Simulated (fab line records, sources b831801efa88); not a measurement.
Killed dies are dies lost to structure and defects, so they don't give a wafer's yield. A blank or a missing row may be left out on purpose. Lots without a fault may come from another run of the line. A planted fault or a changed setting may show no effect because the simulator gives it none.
fab line records | flow sky130
record lots=5 wafers=15 last_day=50
route steps=708 shown RES_XHIGH@339 SD_N@342 SD_P@359 SALICIDE@361 LI_CONTACT@362
lots that met no fault: from a run of the same line without faults
start_h: hours from the record's first day to the start of the lot's first wafer shown | wait_h: hours since the lot's step before | " the same as in the row above | L1.1+2: a row that stands for several wafers | - no value, or no start given | * or withheld: withheld | < > ~ a bound
route shown NAME@n: a module of which the file shows steps, and the number in the route of the first | usual: mean/standard deviation of fault-free wafers | same: alike in all rows | chamber/n: place in a boat | sites: the reading at each site | _std_site: their standard deviation | _edge_site: outer sites' mean less inner sites' | radius_mm: how far each site lies from the wafer's centre | mask NAME#n: copy n | behind: the tool/chamber that last shaped the wafer | hold: why the lot was held/for how many hours/how that ended | device: the transistor (n, p or np) that didn't switch | end of line: the same wafers' tests at the end of the route | a step without rows: its recipe alone | killed: dies lost to structure and defects at the first sort, not the wafer's yield | map: a wafer's dies, x killed, . not, _ none there
set.NAME: the setting as run; set.NAME@STEP: as run at that earlier step | model.NAME: the simulator's own value behind a step, which no gauge read
lots at some steps of the route; a table a step, a row a wafer
services: from which hour (start_h, from the record's first day; less than 0 if before it) a tool's chamber was out of use, for how many hours, and why
## steps
# step SKY_RES_XHIGH_IMPLANT_07
# recipe species=BF2 energy_kev=20 dose_cm2=3.6e+14 tilt_deg=0
# usual beam_energy_keV=20.002/0.0058 end_station_pressure_torr=5.25e-06/2.6e-07
# columns lot.wafer tool chamber start_h wait_h beam_energy_keV end_station_pressure_torr
L079.1 implanter-04 0 666.73 0.1 20.004 5.01e-06
L079.4 " 0 " " 19.999 5.43e-06
L079.5 " 0 " " 19.998 5.12e-06
L080.2 implanter-04 0 669.95 0.1 19.998 5.44e-06
L080.5 " 0 " " 20.014 4.83e-06
L080.6 " 0 " " 20.002 5.53e-06
L088.1 implanter-01 0 731.61 0.1 20.001 4.91e-06
L088.3 " 0 " " 20.006 5.78e-06
L088.6 " 0 " " 20.007 5.07e-06
L090.1 implanter-02 0 748.91 0.1 20.000 5.49e-06
L090.3 " 0 " " 20.002 5.62e-06
L090.6 " 0 " " 20.000 5.41e-06
L096.1 implanter-01 0 788.66 0.1 19.992 5.27e-06
L096.3 " 0 " " 20.000 5.18e-06
L096.5 " 0 " " 20.003 5.64e-06
# step SKY_RES_XHIGH_STRIP_08
# recipe chemistry=O2/N2 power_w=1400 pressure_mtorr=1500 platen_temp_c=withheld o2_flow_sccm=3000 n2_flow_sccm=300 overash_fraction=0.5
# usual drypump_motor_current_A=5.5/0.36 oes_product_au=0.712/0.0041 strip_time_to_endpoint_s=14.28/0.047
# same overash_fraction=0.5
# columns lot.wafer tool chamber start_h wait_h drypump_motor_current_A oes_product_au rf_hours_counter_h strip_time_to_endpoint_s
L079.1 plasma_asher-04 1 666.88 0.1 5.3 0.715 97 14.25
L079.4 " 0 " " 5.3 0.708 - 14.27
L079.5 " 0 " " 5.3 0.711 - 14.23
L080.2 plasma_asher-04 0 670.08 0.1 5.3 0.711 98 14.30
L080.5 " 0 " " 5.3 0.707 - 14.29
L080.6 " 1 " " 5.3 0.713 - 14.29
L088.1 plasma_asher-04 0 731.76 0.1 5.3 0.710 104 14.18
L088.3 " 1 " " 5.3 0.714 - 14.24
L088.6 " 1 " " 5.3 0.717 - 14.20
L090.1 plasma_asher-04 1 749.06 0.1 5.3 0.719 0 14.24
L090.3 " 0 " " 5.3 0.710 - 14.24
L090.6 " 0 " " 5.3 0.710 - 14.26
L096.1 plasma_asher-03 1 788.81 0.1 5.4 0.715 97 14.32
L096.3 " 0 " " 6.5 0.712 - 14.32
L096.5 " 0 " " 6.5 0.712 - 14.31
# step SKY_RES_XHIGH_TW_MEAS_09
# usual RES_XHIGH_TW=1635/11
# columns lot.wafer tool chamber start_h wait_h RES_XHIGH_TW
L079.1 film_metro-02 - 666.98 0.1 1641
L079.4 " - " " 1638
L079.5 " - " " 1634
L080.2 film_metro-02 - 670.19 0.1 1631
L080.5 " - " " 1637
L080.6 " - " " 1635
L088.1 film_metro-03 - 731.86 0.1 1643
L088.3 " - " " 1638
L088.6 " - " " 1647
L090.1 film_metro-03 - 749.16 0.1 1640
L090.3 " - " " 1643
L090.6 " - " " 1647
L096.1 film_metro-04 - 788.91 0.1 1639
L096.3 " - " " 1622
L096.5 " - " " 1632
# step SKY_SD_N_DEHYDRATE_00
# recipe temp_c=200 time_s=60
# same time_s=60
# columns lot.wafer tool chamber start_h wait_h
L079.1+4+5 litho_track-03 0 679.87 12.9
L080.2+5+6 litho_track-03 0 683.64 13.4
L088.1+3+6 litho_track-04 0 745.02 13.1
L090.1+3+6 litho_track-03 0 761.77 12.6
L096.1+3+5 litho_track-01 0 801.16 12.2
# step SKY_SD_N_HMDS_01
# recipe prime_time_s=60 prime_temp_c=120
# columns lot.wafer tool chamber start_h wait_h
L079.1+4+5 litho_track-03 0 680.02 0.1
L080.2+5+6 litho_track-03 0 683.79 0.1
L088.1+3+6 litho_track-04 0 745.17 0.1
L090.1+3+6 litho_track-03 0 761.92 0.1
L096.1+3+5 litho_track-01 0 801.31 0.1
# step SKY_SD_N_COAT_02
# recipe resist=NOVOLAK spin_rpm=3000 resist_thk_nm=1140
# columns lot.wafer tool chamber start_h wait_h
L079.1+4+5 litho_track-03 0 680.17 0.1
L080.2+5+6 litho_track-03 0 683.94 0.1
L088.1+3+6 litho_track-04 0 745.32 0.1
L090.1+3+6 litho_track-03 0 762.07 0.1
L096.1+3+5 litho_track-01 0 801.46 0.1
# step SKY_SD_N_SOFTBAKE_03
# recipe temp_c=90 time_s=60 resist=NOVOLAK
# same time_s=60
# columns lot.wafer tool chamber start_h wait_h
L079.1+4+5 litho_track-03 0 680.32 0.1
L080.2+5+6 litho_track-03 0 684.09 0.1
L088.1+3+6 litho_track-04 0 745.47 0.1
L090.1+3+6 litho_track-03 0 762.22 0.1
L096.1+3+5 litho_track-01 0 801.61 0.1
# step SKY_SD_N_EXPOSE_04
# recipe mask_id=NSDM na=0.6 source_shape=conventional sigma_outer=0.6 polarization=unpolarized target_cd_nm=380 dose_mj=141
# usual stage_vel_mm_s=499.98/0.26
# columns lot.wafer tool chamber start_h wait_h mask stage_vel_mm_s
L079.1 iline_stepper-02 0 - - NSDM#0 500.01
L079.4 " 0 " " NSDM#0 500.41
L079.5 " 0 " " NSDM#0 499.89
L080.2 iline_stepper-01 0 - - NSDM#0 500.32
L080.5 " 0 " " NSDM#0 499.95
L080.6 " 0 " " NSDM#0 500.04
L088.1 iline_stepper-01 0 - - NSDM#0 499.95
L088.3 " 0 " " NSDM#0 499.85
L088.6 " 0 " " NSDM#0 500.07
L090.1 iline_stepper-01 0 - - NSDM#0 499.77
L090.3 " 0 " " NSDM#0 499.70
L090.6 " 0 " " NSDM#0 499.59
L096.1 iline_stepper-02 0 - - NSDM#0 500.06
L096.3 " 0 " " NSDM#0 499.88
L096.5 " 0 " " NSDM#0 499.77
# step SKY_SD_N_PEB_05
# recipe temp_c=withheld time_s=* resist=NOVOLAK
# same time_s=*
# columns lot.wafer tool chamber start_h wait_h
L079.1+4+5 litho_track-01 0 - -
L080.2+5+6 litho_track-01 0 - -
L088.1+3+6 litho_track-03 0 - -
L090.1+3+6 litho_track-01 0 - -
L096.1+3+5 litho_track-03 0 - -
# step SKY_SD_N_DEVELOP_06
# recipe resist=NOVOLAK developer=TMAH develop_time_s=60 dev_temp_c=23
# usual developer_temp_C=23.00/0.11
# columns lot.wafer tool chamber start_h wait_h developer_temp_C
L079.1 litho_track-01 0 695.41 0.1 22.99
L079.4 " 0 " " 22.82
L079.5 " 0 " " 22.84
L080.2 litho_track-01 0 698.89 0.1 22.94
L080.5 " 0 " " 22.83
L080.6 " 0 " " 23.01
L088.1 litho_track-03 0 758.67 0.1 22.97
L088.3 " 0 " " 23.14
L088.6 " 0 " " 23.03
L090.1 litho_track-01 0 776.11 0.1 22.96
L090.3 " 0 " " 23.07
L090.6 " 0 " " 22.79
L096.1 litho_track-03 0 814.72 0.1 22.87
L096.3 " 0 " " 23.00
L096.5 " 0 " " 22.98
# step SKY_SD_N_CD_MEAS_07
# recipe target_cd_nm=380
# usual cd_nm=379.3/2.3
# columns lot.wafer tool chamber start_h wait_h cd_nm
L079.1 cd_sem-02 - 695.56 0.1 377.9
L079.4 " - " " 377.1
L079.5 " - " " 376.5
L080.2 cd_sem-02 - 699.03 0.1 378.2
L080.5 " - " " 378.7
L080.6 " - " " 379.1
L088.1 cd_sem-02 - 758.82 0.1 378.0
L088.3 " - " " 378.8
L088.6 " - " " 377.5
L090.1 cd_sem-01 - 776.26 0.1 376.1
L090.3 " - " " 376.5
L090.6 " - " " 376.3
L096.1 cd_sem-02 - 814.87 0.1 382.0
L096.3 " - " " 381.2
L096.5 " - " " 379.7
# step SKY_SD_N_OVL_MEAS_08
# usual SD_N_OVL=0.5/1.3
# columns lot.wafer tool chamber start_h wait_h SD_N_OVL[nm]
L079.1 overlay-02 - 695.68 0.1 0.6
L079.4 " - " " 1.2
L079.5 " - " " 0.9
L080.2 overlay-01 - 699.14 0.1 0.6
L080.5 " - " " 2.0
L080.6 " - " " 0.7
L088.1 overlay-01 - 758.94 0.1 -1.4
L088.3 " - " " -2.8
L088.6 " - " " -1.0
L090.1 overlay-01 - 776.38 0.1 1.0
L090.3 " - " " 2.1
L090.6 " - " " 1.3
L096.1 overlay-01 - 814.99 0.1 0.3
L096.3 " - " " 1.6
L096.5 " - " " -0.3
# step SKY_SD_N_IMPLANT_09
# recipe species=As energy_kev=50 dose_cm2=4e+15 tilt_deg=0
# usual beam_energy_keV=49.999/0.014 end_station_pressure_torr=1.32e-05/1.3e-06
# columns lot.wafer tool chamber start_h wait_h beam_energy_keV end_station_pressure_torr
L079.1 implanter-03 0 695.72 0.0 50.008 1.14e-05
L079.4 " 0 " " 49.985 1.45e-05
L079.5 " 0 " " 49.986 1.29e-05
L080.2 implanter-01 0 699.19 0.0 49.974 1.3e-05
L080.5 " 0 " " 49.991 1.46e-05
L080.6 " 0 " " 49.983 1.35e-05
L088.1 implanter-03 0 758.97 0.0 49.993 1.26e-05
L088.3 " 0 " " 49.998 1.37e-05
L088.6 " 0 " " 49.984 1.35e-05
L090.1 implanter-04 0 776.42 0.0 49.994 1.07e-05
L090.3 " 0 " " 50.002 1.3e-05
L090.6 " 0 " " 49.984 1.24e-05
L096.1 implanter-04 0 815.02 0.0 49.997 1.25e-05
L096.3 " 0 " " 50.010 1.25e-05
L096.5 " 0 " " 49.994 1.33e-05
# step SKY_SD_N_IMPLANT_10
# recipe species=P energy_kev=20 dose_cm2=1e+14 tilt_deg=0
# usual beam_energy_keV=20.000/0.006 end_station_pressure_torr=5.36e-06/2.9e-07
# columns lot.wafer tool chamber start_h wait_h beam_energy_keV end_station_pressure_torr
L079.1 implanter-03 0 695.87 0.1 20.003 5.5e-06
L079.4 " 0 " " 19.995 5.81e-06
L079.5 " 0 " " 20.003 5.42e-06
L080.2 implanter-01 0 699.34 0.1 20.008 5.46e-06
L080.5 " 0 " " 19.999 5.22e-06
L080.6 " 0 " " 20.000 5.56e-06
L088.1 implanter-03 0 759.12 0.1 19.998 6.07e-06
L088.3 " 0 " " 20.003 5.26e-06
L088.6 " 0 " " 20.000 5.71e-06
L090.1 implanter-04 0 776.57 0.1 19.990 5.9e-06
L090.3 " 0 " " 20.001 5.39e-06
L090.6 " 0 " " 19.998 5.39e-06
L096.1 implanter-04 0 815.17 0.1 20.005 5.24e-06
L096.3 " 0 " " 20.005 5.22e-06
L096.5 " 0 " " 20.008 5.54e-06
# step SKY_SD_N_STRIP_11
# recipe chemistry=O2/N2 power_w=1400 pressure_mtorr=1500 platen_temp_c=withheld o2_flow_sccm=3000 n2_flow_sccm=300 overash_fraction=0.5
# usual drypump_motor_current_A=5.7/0.47 oes_product_au=0.528/0.0049 strip_time_to_endpoint_s=22.55/0.054
# same overash_fraction=0.5
# columns lot.wafer tool chamber start_h wait_h drypump_motor_current_A oes_product_au rf_hours_counter_h strip_time_to_endpoint_s
L079.1 plasma_asher-03 1 696.02 0.1 5.4 0.534 87 22.58
L079.4 " 0 " " 6.5 0.516 - 22.55
L079.5 " 0 " " 6.4 0.529 - 22.52
L080.2 plasma_asher-02 1 699.47 0.1 5.5 0.532 25 22.53
L080.5 " 0 " " 5.5 0.526 - 22.54
L080.6 " 1 " " 5.4 0.526 - 22.52
L088.1 plasma_asher-02 1 759.27 0.1 5.4 0.527 32 22.63
L088.3 " 0 " " 5.5 0.528 - 22.58
L088.6 " 1 " " 5.5 0.531 - 22.62
L090.1 plasma_asher-03 1 776.72 0.1 5.4 0.526 96 22.51
L090.3 " 1 " " 5.3 0.523 - 22.51
L090.6 " 1 " " 5.3 0.523 - 22.51
L096.1 plasma_asher-03 1 815.32 0.1 5.3 0.533 99 22.54
L096.3 " 1 " " 5.3 0.531 - 22.48
L096.5 " 0 " " 6.4 0.529 - 22.50
# step SKY_SD_N_TW_MEAS_12
# usual SD_N_TW=3971/18
# columns lot.wafer tool chamber start_h wait_h SD_N_TW
L079.1 film_metro-02 - 696.12 0.1 3970
L079.4 " - " " 3963
L079.5 " - " " 3988
L080.2 film_metro-02 - 699.58 0.1 3988
L080.5 " - " " 4004
L080.6 " - " " 4009
L088.1 film_metro-02 - 759.37 0.1 3973
L088.3 " - " " 3973
L088.6 " - " " 3970
L090.1 film_metro-03 - 776.82 0.1 3988
L090.3 " - " " 3964
L090.6 " - " " 3973
L096.1 film_metro-02 - 815.42 0.1 3968
L096.3 " - " " 3996
L096.5 " - " " 3988
# step SKY_SD_N_CLEAN_13
# recipe chemistry=SC1/SC2 mix=1:4:20 temp_c=70 time_s=150 dry=n2_spin
# same time_s=150
# columns lot.wafer tool chamber start_h wait_h
L079.1+4+5 wet_bench-02 1 696.18 0.1
L080.2+5+6 wet_bench-02 0 699.63 0.0
L088.1+3+6 wet_bench-02 2 759.43 0.1
L090.1+3+6 wet_bench-03 0 776.88 0.1
L096.1+3+5 wet_bench-03 3 815.48 0.1
# step SKY_SD_N_RTA_14
# recipe temp_c=1075 time_s=2 idle_temp_c=650 ramp_up_c_per_s=150 ramp_down_c_per_s=90 ambient=N2
# usual lamp_power_pct=15.74/0.056 wafer_temp_C_max=1077.9/1.3
# same time_s=2
# columns lot.wafer tool chamber start_h wait_h lamp_power_pct wafer_temp_C_max
L079.1 rtp_anneal-02 0 696.23 0.0 15.79 1080.1
L079.4 " 0 " " 15.83 1077.7
L079.5 " 0 " " 15.81 1076.1
L080.2 rtp_anneal-01 0 699.69 0.0 15.63 1079.1
L080.5 " 0 " " 15.67 1078.0
L080.6 " 0 " " 15.57 1076.9
L088.1 rtp_anneal-01 0 759.49 0.0 15.76 1078.7
L088.3 " 0 " " 15.85 1077.1
L088.6 " 0 " " 15.69 1077.3
L090.1 rtp_anneal-01 0 776.93 0.0 15.79 1079.5
L090.3 " 0 " " 15.78 1075.8
L090.6 " 0 " " 15.74 1079.4
L096.1 rtp_anneal-01 0 815.54 0.0 15.72 1079.3
L096.3 " 0 " " 15.79 1079.7
L096.5 " 0 " " 15.73 1077.9
# step SKY_SD_N_RS_MEAS_16
# recipe thk_meas_gauge=four-point-probe
# usual SD_N_RS=68.55/0.12
# columns lot.wafer tool chamber start_h wait_h SD_N_RS[ohm/sq]
L079.1 film_metro-03 - 696.40 0.1 68.43
L079.4 " - " " 68.33
L079.5 " - " " 68.54
L080.2 film_metro-04 - 699.87 0.1 68.44
L080.5 " - " " 68.74
L080.6 " - " " 68.61
L088.1 film_metro-02 - 759.71 0.1 68.56
L088.3 " - " " 68.43
L088.6 " - " " 68.44
L090.1 film_metro-02 - 777.16 0.1 68.38
L090.3 " - " " 68.37
L090.6 " - " " 68.42
L096.1 film_metro-03 - 815.71 0.1 68.58
L096.3 " - " " 68.59
L096.5 " - " " 68.48
# step SKY_SD_N_RS_MEAS_17
# recipe thk_meas_gauge=four-point-probe
# usual SD_P_RS=147.0/0.41
# columns lot.wafer tool chamber start_h wait_h SD_P_RS[ohm/sq]
L079.1 film_metro-03 - 696.52 0.1 146.9
L079.4 " - " " 146.9
L079.5 " - " " 147.2
L080.2 film_metro-04 - 699.99 0.1 146.5
L080.5 " - " " 147.0
L080.6 " - " " 146.9
L088.1 film_metro-02 - 759.83 0.1 147.0
L088.3 " - " " 147.2
L088.6 " - " " 146.9
L090.1 film_metro-02 - 777.28 0.1 146.7
L090.3 " - " " 146.8
L090.6 " - " " 147.0
L096.1 film_metro-03 - 815.83 0.1 146.9
L096.3 " - " " 146.4
L096.5 " - " " 146.8
# step SKY_SD_N_RS_MEAS_18
# recipe thk_meas_gauge=four-point-probe
# usual RES_XHIGH_RS=333.4/1.1
# columns lot.wafer tool chamber start_h wait_h RES_XHIGH_RS[ohm/sq]
L079.1 film_metro-03 - 696.64 0.1 333.2
L079.4 " - " " 332.3
L079.5 " - " " 333.3
L080.2 film_metro-04 - 700.11 0.1 333.2
L080.5 " - " " 333.3
L080.6 " - " " 333.4
L088.1 film_metro-02 - 759.95 0.1 333.3
L088.3 " - " " 333.5
L088.6 " - " " 333.3
L090.1 film_metro-02 - 777.40 0.1 332.3
L090.3 " - " " 331.3
L090.6 " - " " 332.0
L096.1 film_metro-03 - 815.95 0.1 333.3
L096.3 " - " " 334.5
L096.5 " - " " 333.4
# step SKY_SALICIDE_CLEAN_00
# recipe chemistry=HF-last time_s=30 dilution=100:1 dry=ipa_marangoni
# same time_s=30
# columns lot.wafer tool chamber start_h wait_h
L079.1+4+5 wet_bench-01 1 696.76 0.1
L080.2+5+6 wet_bench-04 3 700.21 0.1
L088.1+3+6 wet_bench-04 1 760.07 0.1
L090.1+3+6 wet_bench-01 3 777.52 0.1
L096.1+3+5 wet_bench-04 3 816.07 0.1
# step SKY_LI_CONTACT_HDPCVD_00
# recipe material=PSG target_thk_nm=930 sigma_open_frac=0.3 time_s=155 temp_c=600 sih4_flow_sccm=60 pressure_mtorr=6
# same time_s=155
# columns lot.wafer tool chamber start_h wait_h
L079.1+4+5 hdpcvd-02 1,2,1 696.78 0.0
L080.2+5+6 hdpcvd-01 1,2,1 700.23 0.0
L088.1+3+6 hdpcvd-01 1,2,0 760.09 0.0
L090.1+3+6 hdpcvd-02 1,2,2 777.54 0.0
L096.1+3+5 hdpcvd-02 1,0,0 816.09 0.0
# step SKY_LI_CONTACT_THK_MEAS_01
# recipe reads=PSG_of_LI_CONTACT_HDPCVD_00
# usual LI_CONTACT_HDPCVD_THK=930/14
# columns lot.wafer tool chamber start_h wait_h LI_CONTACT_HDPCVD_THK[nm]
L079.1 film_metro-03 - 696.88 0.1 941
L079.4 " - " " 943
L079.5 " - " " 942
L080.2 film_metro-03 - 700.34 0.1 916
L080.5 " - " " 913
L080.6 " - " " 915
L088.1 film_metro-02 - 760.19 0.1 934
L088.3 " - " " 907
L088.6 " - " " 923
L090.1 film_metro-02 - 777.64 0.1 950
L090.3 " - " " 957
L090.6 " - " " 954
L096.1 film_metro-03 - 816.19 0.1 930
L096.3 " - " " 908
L096.5 " - " " 922
# step SKY_LI_CONTACT_CMP_02
# recipe material=PSG down_force_psi=4 platen_rpm=60 pad_velocity_m_s=0.94248
# usual motor_current_A=11.6/0.93 time_to_endpoint_s=34/3.7
# columns lot.wafer tool chamber start_h wait_h motor_current_A time_to_endpoint_s
L079.4 cmp-02 2 696.94 0.0 12.5 40
L079.1 " 0 " " 10.1 39
L079.5 " 2 " " 12.3 39
L080.2 cmp-01 1 700.54 0.2 10.5 32
L080.5 " 2 " " 10.4 33
L080.6 " 3 " " 12.7 30
L088.3 cmp-02 2 760.25 0.0 12.3 28
L088.1 " 1 " " 12.1 34
L088.6 " 2 " " 12.8 30
L090.1 cmp-01 0 777.80 0.1 12.9 35
L090.3 " 1 " " 10.3 35
L090.6 " 3 " " 11.8 34
L096.1 cmp-01 0 816.25 0.1 12.6 32
L096.3 " 3 " " 12.0 32
L096.5 " 0 " " 13.2 33
# step SKY_LI_CONTACT_BOW_MEAS_03
# recipe mode=bow
# usual LI_CONTACT_BOW=55/6.3
# columns lot.wafer tool chamber start_h wait_h LI_CONTACT_BOW[um]
L079.1 film_metro-04 - 697.24 0.1 61
L079.4 " - " " 62
L079.5 " - " " 52
L080.2 film_metro-04 - 700.71 0.1 49
L080.5 " - " " 54
L080.6 " - " " 56
L088.1 film_metro-03 - 760.55 0.1 56
L088.3 " - " " 57
L088.6 " - " " 46
L090.1 film_metro-03 - 778.00 0.1 60
L090.3 " - " " 57
L090.6 " - " " 53
L096.1 film_metro-02 - 816.55 0.2 45
L096.3 " - " " 56
L096.5 " - " " 40
# step SKY_LI_CONTACT_DEHYDRATE_04
# recipe temp_c=200 time_s=60
# same time_s=60
# columns lot.wafer tool chamber start_h wait_h
L079.1+4+5 litho_track-01 0 709.81 12.6
L080.2+5+6 litho_track-01 0 713.74 13.0
L088.1+3+6 litho_track-02 0 773.73 13.2
L090.1+3+6 litho_track-03 0 790.67 12.6
L096.1+3+5 litho_track-02 0 828.63 12.1
# step SKY_LI_CONTACT_HMDS_05
# recipe prime_time_s=60 prime_temp_c=120
# columns lot.wafer tool chamber start_h wait_h
L079.1+4+5 litho_track-01 0 709.96 0.1
L080.2+5+6 litho_track-01 0 713.89 0.1
L088.1+3+6 litho_track-02 0 773.88 0.1
L090.1+3+6 litho_track-03 0 790.82 0.1
L096.1+3+5 litho_track-02 0 828.78 0.1
# step SKY_LI_CONTACT_COAT_06
# recipe resist=BARC temp_c=withheld time_s=withheld spin_rpm=3000 resist_thk_nm=60
# columns lot.wafer tool chamber start_h wait_h
L079.1+4+5 litho_track-01 0 710.11 0.1
L080.2+5+6 litho_track-01 0 714.04 0.1
L088.1+3+6 litho_track-02 0 774.03 0.1
L090.1+3+6 litho_track-03 0 790.97 0.1
L096.1+3+5 litho_track-02 0 828.93 0.1
# step SKY_LI_CONTACT_COAT_07
# recipe resist=KrF-thick spin_rpm=3000 resist_thk_nm=450
# columns lot.wafer tool chamber start_h wait_h
L079.1+4+5 litho_track-01 0 - -
L080.2+5+6 litho_track-01 0 - -
L088.1+3+6 litho_track-02 0 - -
L090.1+3+6 litho_track-03 0 - -
L096.1+3+5 litho_track-02 0 - -
# step SKY_LI_CONTACT_SOFTBAKE_08
# recipe temp_c=100 time_s=90 resist=KrF-thick
# same time_s=90
# columns lot.wafer tool chamber start_h wait_h
L079.1+4+5 litho_track-01 0 - -
L080.2+5+6 litho_track-01 0 - -
L088.1+3+6 litho_track-02 0 - -
L090.1+3+6 litho_track-03 0 - -
L096.1+3+5 litho_track-02 0 - -
# step SKY_LI_CONTACT_EXPOSE_09
# recipe mask_id=LICM1 na=0.8 source_shape=annular sigma_inner=0.55 sigma_outer=0.85 target_cd_nm=170 dose_mj=38
# usual stage_vel_mm_s=499.99/0.25
# columns lot.wafer tool chamber start_h wait_h mask stage_vel_mm_s
L079.1 krf_scanner-01 0 - - LICM1#0 500.00
L079.4 " 0 " " LICM1#0 500.16
L079.5 " 0 " " LICM1#0 499.84
L080.2 krf_scanner-01 0 - - LICM1#0 500.43
L080.5 " 0 " " LICM1#0 500.23
L080.6 " 0 " " LICM1#0 500.29
L088.1 krf_scanner-01 0 - - LICM1#0 499.80
L088.3 " 0 " " LICM1#0 499.84
L088.6 " 0 " " LICM1#0 500.17
L090.1 krf_scanner-02 0 - - LICM1#0 499.96
L090.3 " 0 " " LICM1#0 500.02
L090.6 " 0 " " LICM1#0 499.76
L096.1 krf_scanner-02 0 - - LICM1#0 500.35
L096.3 " 0 " " LICM1#0 499.95
L096.5 " 0 " " LICM1#0 499.97
# step SKY_LI_CONTACT_PEB_10
# recipe peb_temp_c=withheld peb_time_s=withheld resist=KrF-thick
# columns lot.wafer tool chamber start_h wait_h
L079.1+4+5 litho_track-03 0 - -
L080.2+5+6 litho_track-02 0 - -
L088.1+3+6 litho_track-02 0 - -
L090.1+3+6 litho_track-01 0 - -
L096.1+3+5 litho_track-01 0 - -
# step SKY_LI_CONTACT_DEVELOP_11
# recipe develop_time_s=60 resist=KrF-thick dev_temp_c=21
# usual developer_temp_C=20.99/0.096
# columns lot.wafer tool chamber start_h wait_h developer_temp_C
L079.1 litho_track-03 0 - - 20.86
L079.4 " 0 " " 20.94
L079.5 " 0 " " 20.91
L080.2 litho_track-02 0 - - 21.06
L080.5 " 0 " " 21.00
L080.6 " 0 " " 21.06
L088.1 litho_track-02 0 - - 21.02
L088.3 " 0 " " 20.93
L088.6 " 0 " " 20.99
L090.1 litho_track-01 0 - - 21.03
L090.3 " 0 " " 21.06
L090.6 " 0 " " 21.03
L096.1 litho_track-01 0 - - 20.93
L096.3 " 0 " " 21.18
L096.5 " 0 " " 21.07
# step SKY_LI_CONTACT_CD_MEAS_12
# recipe target_cd_nm=170
# usual cd_nm=169.7/1.4
# columns lot.wafer tool chamber start_h wait_h cd_nm
L079.1 cd_sem-02 - 724.22 - 169.9
L079.4 " - " " 169.4
L079.5 " - " " 169.7
L080.2 cd_sem-02 - 728.40 - 169.8
L080.5 " - " " 170.9
L080.6 " - " " 170.7
L088.1 cd_sem-02 - 787.58 - 168.9
L088.3 " - " " 170.0
L088.6 " - " " 170.3
L090.1 cd_sem-02 - 804.81 - 165.5
L090.3 " - " " 167.3
L090.6 " - " " 167.7
L096.1 cd_sem-02 - 842.26 - 168.6
L096.3 " - " " 168.2
L096.5 " - " " 167.2
# step SKY_LI_CONTACT_OVL_MEAS_13
# usual LI_CONTACT_OVL=0/4.9
# columns lot.wafer tool chamber start_h wait_h LI_CONTACT_OVL[nm]
L079.1 overlay-01 - 724.34 0.1 3
L079.4 " - " " 5
L079.5 " - " " -5
L080.2 overlay-01 - 728.51 0.1 3
L080.5 " - " " 8
L080.6 " - " " 11
L088.1 overlay-01 - 787.70 0.1 4
L088.3 " - " " 3
L088.6 " - " " 0
L090.1 overlay-01 - 804.93 0.1 0
L090.3 " - " " -1
L090.6 " - " " 2
L096.1 overlay-01 - 842.38 0.1 -2
L096.3 " - " " -3
L096.5 " - " " 1
# step SKY_LI_CONTACT_ETCH_14
# recipe chemistry=N2/H2 target=BARC ion_energy_ev=200 source_w=500 bias_w=100 pressure_mtorr=30 n2_flow_sccm=100 h2_flow_sccm=200 stop_on=SiO2 time_s=45.9 target_depth_a=600
# usual bias_w=100.02/0.28 drypump_motor_current_A=5.8/0.34 oes_product_au=0.854/0.0054 throttle_valve_pct=13.226/0.0085
# same time_s=45.9
# columns lot.wafer tool chamber start_h wait_h bias_w drypump_motor_current_A oes_product_au rf_hours_counter_h throttle_valve_pct
L079.1 rie_diel-01 2 724.37 0.0 99.51 5.9 0.851 16 13.224
L079.4 " 1 " " 99.79 6.1 0.847 12 13.228
L079.5 " 1 " " 99.79 6.2 0.853 - 13.224
L080.2 rie_diel-02 0 728.54 0.0 100.10 5.2 0.864 3 13.227
L080.5 " 0 " " 100.06 5.2 0.851 - 13.225
L080.6 " 2 " " 99.83 5.8 0.856 - 13.230
L088.1 rie_diel-01 1 787.74 0.0 99.63 6.2 0.860 13 13.234
L088.3 " 2 " " 99.67 5.9 0.850 17 13.235
L088.6 " 3 " " 100.66 5.5 0.851 - 13.231
L090.1 rie_diel-03 0 804.97 0.0 99.68 6.0 0.840 24 13.243
L090.3 " 1 " " 99.94 5.6 0.849 32 13.219
L090.6 " 0 " " 99.66 6.0 0.864 - 13.233
L096.1 rie_diel-03 3 842.42 0.0 100.68 6.3 0.856 13 13.226
L096.3 " 0 " " 100.25 6.0 0.865 26 13.229
L096.5 " 3 " " 99.95 6.2 0.846 - 13.228
# step SKY_LI_CONTACT_ETCH_15
# recipe target=PSG chemistry=C4F8/O2/Ar stop_on=Si taper_deg=4.15 mask_material=KrF-thick source_w=1500 bias_w=1200 pressure_mtorr=40 c4f8_flow_sccm=withheld O2_flow_sccm=6 Ar_flow_sccm=300 time_s=withheld target_depth_a=6000
# usual bias_w=1200/3.6 oes_product_au=0.837/0.0046
# columns lot.wafer tool chamber start_h wait_h bias_w oes_product_au
L079.1 rie_diel-01 2 724.42 0.0 1198 0.825
L079.4 " 1 " " 1195 0.837
L079.5 " 1 " " 1193 0.838
L080.2 rie_diel-02 0 728.58 0.0 1196 0.835
L080.5 " 0 " " 1201 0.836
L080.6 " 2 " " 1198 0.838
L088.1 rie_diel-01 1 787.78 0.0 1198 0.839
L088.3 " 2 " " 1200 0.842
L088.6 " 3 " " 1197 0.832
L090.1 rie_diel-03 0 805.01 0.0 1200 0.843
L090.3 " 1 " " 1199 0.841
L090.6 " 0 " " 1197 0.836
L096.1 rie_diel-03 3 842.46 0.0 1197 0.839
L096.3 " 0 " " 1204 0.838
L096.5 " 3 " " 1201 0.837
## services
# columns tool chamber start_h hours kind
implanter-04 - 645.43 3.2 pm
krf_scanner-01 - 651.97 4.0 pm
cmp-01 - 652.94 2.8 repair
plasma_asher-04 - 654.46 0.6 repair
implanter-03 - 657.65 2.0 repair
krf_scanner-01 - 657.93 8.5 repair
implanter-04 - 661.03 4.9 repair
hdpcvd-02 - 665.97 0.4 repair
rie_diel-01 3 671.04 12.9 repair
rie_diel-03 3 684.85 4.5 repair
rie_diel-03 3 691.20 8.6 repair
plasma_asher-04 - 702.76 2.8 pm
plasma_asher-04 - 733.75 9.0 pm
implanter-03 - 736.46 2.1 pm
implanter-03 - 740.51 6.1 repair
rie_diel-03 - 743.50 0.1 repair
plasma_asher-04 - 750.63 6.0 repair
implanter-03 - 757.18 1.3 repair
rie_diel-03 - 758.72 2.8 pm
plasma_asher-03 - 768.12 8.2 repair
plasma_asher-03 - 783.98 2.8 pm
rie_diel-03 - 789.53 14.6 pm
rie_diel-03 3 811.32 18.7 repair
rie_diel-03 - 841.62 0.8 repair
## key
fault none
